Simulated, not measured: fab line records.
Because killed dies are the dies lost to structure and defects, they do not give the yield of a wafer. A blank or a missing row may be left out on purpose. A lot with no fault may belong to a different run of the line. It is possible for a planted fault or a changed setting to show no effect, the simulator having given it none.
Struck lot and sound lot, side by side | flow gf180mcu | 23 steps out of a route of 602
Sound: the wafers L245.1, L245.4, L245.5. The struck wafers were L254.2, L254.3, L254.5. At the end, the cause is stated.
At each step with rows: each side's tool, then ch and its chambers, then its first start. Under that, the readings that differ: sound wafers | struck wafers | difference of the means | sigmas: that difference in standard deviations of wafers without a fault.
alike: words and numbers the same on both sides, and readings whose means are apart by under 2 such deviations; not compared: readings that were withheld, readings missing a value for some wafer, numbers with overlapping values and no deviation given by the record, and bounds like >300 which may hide the same value.
The two part at a step that has a row with sigmas, a row that says differs or no value, or rows on one side only. Non-overlapping numbers with no deviation appear without sigmas and do not part them. A reading missing from all wafers of one side parts the sides only when that side holds two or more wafers.

first, 1 step without rows for these wafers: GF_POLY_GATE_DEVELOP_09 (develop time 60 s).
GF_POLY_GATE_CD_MEAS_10 targets a cd of 280 nm.
  struck on cd sem-01, day 13 18:43; sound on cd sem-02, day 11 05:16
  alike: cd nm
GF_POLY_GATE_OVL_MEAS_11:
  struck on overlay-01, day 13 18:50; sound on overlay-02, day 11 05:23
  reading            | sound | struck    | difference | sigmas
  POLY_GATE_OVL (nm) | 6 7 4 | -14 -4 -6 | -14        | -2
GF_POLY_GATE_ETCH_12: etches BARC in N2/H2.
  sound on rie diel-04 ch 1,3, day 11 05:25; struck on rie diel-04 ch 1,3, day 13 18:52
  alike: drypump motor current A, oes product au, rf fwd power W, throttle valve pct
GF_POLY_GATE_ETCH_13: etches poly-Si in HBr/Cl2, stops on SiO2, target depth 198.5 nm, time 69.6 s.
  sound on rie si-01 ch 0,1,3, day 11 05:29; struck on rie si-02 ch 0,1, day 13 18:55
  alike: drypump motor current A, oes product au, rf fwd power W, throttle valve pct
  not compared: rf hours counter h
GF_POLY_GATE_STRIP_14: strips in O2/N2.
  sound on plasma asher-04 ch 0,1, day 11 05:32; struck on plasma asher-04 ch 1, day 13 18:58
  alike: drypump motor current A, heater power w, o2 flow sccm, oes product au, platen temp c
  not compared: rf hours counter h
then, 2 steps without rows for these wafers: GF_POLY_GATE_CLEAN_15 (cleans in SC1/SC2, time 150 s); GF_POLY_GATE_OXIDATION_16 (stabilise 600 s, purge 300 s, target thk 4 nm).
GF_POLY_GATE_THK_MEAS_17:
  struck on film metro-04, day 13 20:41; sound on film metro-01, day 11 07:46
  alike: POLY_GATE_OXIDATION_THK
GF_POLY_GATE_CD_MEAS_18:
  struck on cd sem-01, day 13 20:46; sound on cd sem-02, day 11 07:49
  alike: cd nm
then, 2 steps without rows for these wafers: GF_HV_LDD_DEHYDRATE_00 (time 60 s); GF_HV_LDD_HMDS_01 (prime time 60 s).
GF_HV_LDD_COAT_02: resist thk 1000 nm.
  sound on litho track-04 ch 0, day 11 17:13; struck on litho track-04 ch 0, day 14 07:47
  reading                                     | sound                | struck               | difference | sigmas
  spin speed rpm (rpm)                        | 2996.6 2995.2 3001.0 | 3272.4 3273.6 3271.8 | +275.0     | +99 or more
  model.NOVOLAK_of_HV_LDD_COAT_02.thk nm (nm) | 997.8 1002 997.5     | 954.8 956.6 957.8    | -42.7      |
then, 3 steps without rows for these wafers: GF_HV_LDD_SOFTBAKE_03 (time 60 s); GF_HV_LDD_EXPOSE_04 (exposes mask Nplus LV AREA, target cd 400 nm); GF_HV_LDD_PEB_05.
GF_HV_LDD_DEVELOP_06: develop time 60 s.
  sound on litho track-03 ch 0, day 12 02:24; struck on litho track-01 ch 0, day 14 18:04
  reading                                     | sound            | struck            | difference | sigmas
  model.NOVOLAK_of_HV_LDD_COAT_02.thk nm (nm) | 997.3 1002 997.1 | 954.4 956.2 957.4 | -42.8      |
GF_HV_LDD_CD_MEAS_07 targets a cd of 400 nm.
  struck on cd sem-01, day 14 18:13; sound on cd sem-01, day 12 02:33
  reading    | sound             | struck            | difference | sigmas
  cd nm (nm) | 398.1 400.1 401.7 | 408.7 407.4 409.4 | +8.5       | +4
GF_HV_LDD_OVL_MEAS_08:
  struck on overlay-01, day 14 18:19; sound on overlay-01, day 12 02:40
  alike: HV_LDD_OVL
next, for these wafers, 1 step has no rows: GF_HV_LDD_IMPLANT_09.
GF_HV_LDD_STRIP_10: strips in O2/N2.
  sound on plasma asher-04 ch 0,1, day 12 02:52; struck on plasma asher-04 ch 0,1, day 14 18:30
  reading                      | sound             | struck            | difference | sigmas
  strip time to endpoint s (s) | 12.61 12.64 12.61 | 12.10 12.12 12.15 | -0.50      | -13
  alike: drypump motor current A, heater power w, o2 flow sccm, oes product au, platen temp c
  not compared: rf hours counter h
GF_HV_LDD_TW_MEAS_11:
  struck on film metro-02, day 14 18:37; sound on film metro-04, day 12 02:58
  alike: HV_LDD_TW
GF_PASSIVATION_PROBE_99:
  the record has rows for the sound wafers here (prober-01, day 31 07:49) and none for the struck ones

== WHERE THEY PART ==
Earliest at GF_POLY_GATE_OVL_MEAS_11; latest, in this record, at GF_PASSIVATION_PROBE_99.

WHY: what had been put in by the simulator
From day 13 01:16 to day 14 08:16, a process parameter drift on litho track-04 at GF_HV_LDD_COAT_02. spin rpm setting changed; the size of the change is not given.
